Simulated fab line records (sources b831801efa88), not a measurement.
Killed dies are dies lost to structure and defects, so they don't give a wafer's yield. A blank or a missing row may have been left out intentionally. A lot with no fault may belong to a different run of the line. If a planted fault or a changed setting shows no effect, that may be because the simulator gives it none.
Which tool is to blame? / flow sky130 / 33 wafers from 11 lots sampled at 5 of the route's 708 steps

== WHAT THE GAUGES READ, wafer by wafer ==
SKY_SD_P_TW_MEAS_11.
lot=L404; measured=day 25 06:07; on=film metro-04; SD_P_TW=2813 2804 2797
lot=L405; measured=day 25 20:07; on=film metro-03; SD_P_TW=2847 2852 2864
lot=L406; measured=day 26 02:52; on=film metro-04; SD_P_TW=2806 2813 2808
lot=L407; measured=day 26 10:35; on=film metro-03; SD_P_TW=2834 2833 2844
lot=L408; measured=day 27 00:58; on=film metro-03; SD_P_TW=2842 2849 2839
lot=L409; measured=day 27 09:52; on=film metro-04; SD_P_TW=2820 2816 2832
lot=L410; measured=day 27 11:49; on=film metro-03; SD_P_TW=2835 2873 2842
lot=L414; measured=day 29 09:16; on=film metro-04; SD_P_TW=2067 2070 2070 2074 2076 2079
lot=L415; measured=day 29 11:32; on=film metro-04; SD_P_TW=2078 2062 2084 2076 2056 2074
lot=L416; measured=day 29 18:23; on=film metro-04; SD_P_TW=2049 2068 2056 2067 2064 2063
lot=L417; measured=day 29 23:07; on=film metro-04; SD_P_TW=2061 2071 2076 2070 2065 2072

== WHICH TOOL RAN EACH LOT (tool, then ch and the chambers of the sampled wafers, then the start) ==
lot=L404; SKY_SPACER_ETCHBACK_02=rie diel-02 ch 1,2, day 22 17:34; SKY_POLY_CUT_STRIP_12=plasma asher-04 ch 0,1, day 24 00:16; SKY_SD_P_IMPLANT_09=implanter-02 ch 0, day 25 05:54; SKY_SD_P_STRIP_10=plasma asher-02 ch 0,1, day 25 06:02
lot=L405; SKY_SPACER_ETCHBACK_02=rie diel-02 ch 0,1,3, day 23 08:20; SKY_POLY_CUT_STRIP_12=plasma asher-02 ch 0,1, day 24 14:13; SKY_SD_P_IMPLANT_09=implanter-01 ch 0, day 25 19:53; SKY_SD_P_STRIP_10=plasma asher-01 ch 0,1, day 25 20:01
lot=L406; SKY_SPACER_ETCHBACK_02=rie diel-01 ch 1,2,3, day 23 15:51; SKY_POLY_CUT_STRIP_12=plasma asher-02 ch 0,1, day 24 21:22; SKY_SD_P_IMPLANT_09=implanter-01 ch 0, day 26 02:39; SKY_SD_P_STRIP_10=plasma asher-02 ch 0,1, day 26 02:47
lot=L407; SKY_SPACER_ETCHBACK_02=rie diel-02 ch 0,3, day 23 23:22; SKY_POLY_CUT_STRIP_12=plasma asher-03 ch 0, day 25 05:20; SKY_SD_P_IMPLANT_09=implanter-01 ch 0, day 26 10:20; SKY_SD_P_STRIP_10=plasma asher-02 ch 0,1, day 26 10:29
lot=L408; SKY_SPACER_ETCHBACK_02=rie diel-01 ch 1,2,3, day 24 14:10; SKY_POLY_CUT_STRIP_12=plasma asher-02 ch 0,1, day 25 19:46; SKY_SD_P_IMPLANT_09=implanter-01 ch 0, day 27 00:43; SKY_SD_P_STRIP_10=plasma asher-03 ch 0,1, day 27 00:52
lot=L409; SKY_SPACER_ETCHBACK_02=rie diel-03 ch 1,2, day 24 23:28; SKY_POLY_CUT_STRIP_12=plasma asher-03 ch 0,1, day 26 04:58; SKY_SD_P_IMPLANT_09=implanter-01 ch 0, day 27 09:37; SKY_SD_P_STRIP_10=plasma asher-03 ch 0,1, day 27 09:46
lot=L410; SKY_SPACER_ETCHBACK_02=rie diel-02 ch 0,3, day 25 00:55; SKY_POLY_CUT_STRIP_12=plasma asher-02 ch 0,1, day 26 06:29; SKY_SD_P_IMPLANT_09=implanter-01 ch 0, day 27 11:34; SKY_SD_P_STRIP_10=plasma asher-01 ch 0,1, day 27 11:42
lot=L414; SKY_SPACER_ETCHBACK_02=rie diel-02 ch 2,3, day 26 23:43; SKY_POLY_CUT_STRIP_12=plasma asher-02 ch 0, day 28 04:46; SKY_SD_P_IMPLANT_09=implanter-02 ch 0, day 29 09:02; SKY_SD_P_STRIP_10=plasma asher-02 ch 0,1, day 29 09:10
lot=L415; SKY_SPACER_ETCHBACK_02=rie diel-01 ch 1,2, day 27 02:22; SKY_POLY_CUT_STRIP_12=plasma asher-02 ch 0,1, day 28 07:07; SKY_SD_P_IMPLANT_09=implanter-02 ch 0, day 29 11:17; SKY_SD_P_STRIP_10=plasma asher-01 ch 0,1, day 29 11:26
lot=L416; SKY_SPACER_ETCHBACK_02=rie diel-02 ch 1,2, day 27 09:44; SKY_POLY_CUT_STRIP_12=plasma asher-04 ch 0, day 28 14:11; SKY_SD_P_IMPLANT_09=implanter-03 ch 0, day 29 18:08; SKY_SD_P_STRIP_10=plasma asher-01 ch 0,1, day 29 18:17
lot=L417; SKY_SPACER_ETCHBACK_02=rie diel-03 ch 0,2,3, day 27 14:55; SKY_POLY_CUT_STRIP_12=plasma asher-02 ch 0, day 28 19:28; SKY_SD_P_IMPLANT_09=implanter-03 ch 0, day 29 22:52; SKY_SD_P_STRIP_10=plasma asher-02 ch 0,1, day 29 23:00
- SKY_SPACER_ETCHBACK_02: etches Si3N4 in CH3F/O2, stops on SiO2, time 46.7 s, target depth 45 nm.
- SKY_POLY_CUT_STRIP_12: strips in O2/N2.
- SKY_SD_P_IMPLANT_09
- SKY_SD_P_STRIP_10: strips in O2/N2.

== THE ANSWER, worked out from the rows above alone ==
Rule: the lots themselves supply what counts as usual. Put in order of their means at a reading, lots are off if they are a third of the lots or fewer, leave a main group of 4 or more, and stand apart from it by a gap of 3 or more times the standard deviation of the main group's means; of several such gaps the widest counts. The tables above print the reading to a certain number of digits; a main group whose means all agree to those digits is not used. A lot without any number at a reading at which 4 lots or more have one is off too. Any other lot the step has rows for is counted as sound.
Across all readings shown, no lot is off: no conclusion can be drawn from this.

== WHAT THE SIMULATOR HAD PUT IN ==
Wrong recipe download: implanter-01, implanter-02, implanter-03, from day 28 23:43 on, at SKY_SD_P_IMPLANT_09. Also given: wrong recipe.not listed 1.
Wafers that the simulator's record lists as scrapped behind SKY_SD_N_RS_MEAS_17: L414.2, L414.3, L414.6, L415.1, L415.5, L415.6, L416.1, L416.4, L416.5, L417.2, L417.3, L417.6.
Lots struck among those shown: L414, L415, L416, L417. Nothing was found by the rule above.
